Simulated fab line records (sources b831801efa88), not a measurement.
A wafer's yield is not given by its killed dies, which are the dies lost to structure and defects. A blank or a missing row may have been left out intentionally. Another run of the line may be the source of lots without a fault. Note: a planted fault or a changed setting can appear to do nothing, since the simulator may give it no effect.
Struck lot and sound lot, side by side ; flow sky130 ; 18 steps out of a route of 708
Sound: these wafers, L628.1, L628.3, L628.6. Struck: wafer L638.2; the same lot's L638.4 was not struck, so it is left out; see the end for the cause.
At each step with rows: each side's tool, then ch and its chambers, then its first start. Under that, the readings that differ: sound wafers ; struck wafers ; difference of the means ; sigmas: that difference in standard deviations of wafers without a fault.
alike: readings whose means differ by less than 2 such deviations, and words and numbers that are the same on both sides. not compared: withheld readings, readings that some wafer has no value for, bounds like >300 that may hide the same value, and numbers for which the record gives no deviation and whose values overlap.
A row with sigmas, a row that says differs or no value, or rows on one side alone: a step with any of these is where the two part. Numbers that don't overlap but have no deviation are shown without sigmas and don't part them. A reading that every wafer of one side lacks parts them only if that side has two wafers or more.

first, 1 step without rows for these wafers: SKY_SD_P_DEVELOP_06 (develop time 60 s).
SKY_SD_P_CD_MEAS_07 targets a cd of 380 nm.
  sound: cd sem-02 at day 29 21:37; struck: cd sem-01 at day 33 01:05
  alike: cd nm
SKY_SD_P_OVL_MEAS_08:
  sound: overlay-02 at day 29 21:44; struck: overlay-01 at day 33 01:11
  alike: SD_P_OVL
following that, these wafers have no rows for 1 step: SKY_SD_P_IMPLANT_09.
SKY_SD_P_STRIP_10: strips in O2/N2.
  sound on plasma asher-02 ch 0,1, day 29 21:55; struck on plasma asher-04 ch 0, day 33 01:22
reading;sound;struck;difference;sigmas
oes product au (a.u.);0.604 0.614 0.610;0.619;+0.010;+2
  alike: drypump motor current A, n2 flow sccm, strip time to endpoint s
  not compared: rf hours counter h
SKY_SD_P_TW_MEAS_11:
  sound: film metro-03 at day 29 22:01; struck: film metro-03 at day 33 01:28
  alike: SD_P_TW
then, 6 steps without rows for these wafers: SKY_RES_XHIGH_DEHYDRATE_00 (time 60 s); SKY_RES_XHIGH_HMDS_01 (prime time 60 s); SKY_RES_XHIGH_COAT_02 (resist thk 1140 nm); SKY_RES_XHIGH_SOFTBAKE_03 (time 60 s); SKY_RES_XHIGH_EXPOSE_04 (exposes mask URPM, target cd 1270 nm); SKY_RES_XHIGH_PEB_05.
SKY_RES_XHIGH_DEVELOP_06: develop time 60 s.
  sound on litho track-02 ch 0, day 31 01:49; struck on litho track-02 ch 0, day 34 04:05
  alike: resist line temp C
following that, these wafers have no rows for 1 step: SKY_RES_XHIGH_IMPLANT_07.
SKY_RES_XHIGH_STRIP_08: strips in O2/N2.
  sound on plasma asher-04 ch 1, day 31 02:07; struck on plasma asher-03 ch 0, day 34 04:22
reading;sound;struck;difference;sigmas
drypump motor current A (A);5.0 5.0 5.0;6.1;+1.1;+2
  alike: n2 flow sccm, oes product au, strip time to endpoint s
  not compared: rf hours counter h
SKY_RES_XHIGH_TW_MEAS_09:
  sound: film metro-04 at day 31 02:13; struck: film metro-02 at day 34 04:28
reading;sound;struck;difference;sigmas
RES_XHIGH_TW;1619 1626 1623;30;-1593;-99 or more
then, 1 step without rows for these wafers: SKY_SD_N_DEHYDRATE_00 (time 60 s).
-- here the record skips 17 days between the struck wafers' starts before and after, leaving off in module SD_N and picking up in module PAD_OPEN (first step shown: number 708 of the route) --
SKY_PAD_OPEN_PROBE_99:
  sound: prober-01 at day 48 21:20; struck: prober-01 at day 50 21:31
reading;sound;struck;difference;sigmas
killed at other;0 0 1;393;+393;+99 or more
killed dies;85 81 73;492;+412;+42
killed on rim;15 17 17;96;+80;+19
killed short;30 45 27;54;+20;+3
model.etest.res xhigh po.open;0 0 0;1;+1;
  alike: killed_at_M0_to_M3, killed_at_M4_up, killed at contacts, killed at front end, killed open

## WHERE THEY PART
Last at SKY_PAD_OPEN_PROBE_99 as far as this record goes, first at SKY_SD_P_STRIP_10.

WHY: whatever the simulator had introduced
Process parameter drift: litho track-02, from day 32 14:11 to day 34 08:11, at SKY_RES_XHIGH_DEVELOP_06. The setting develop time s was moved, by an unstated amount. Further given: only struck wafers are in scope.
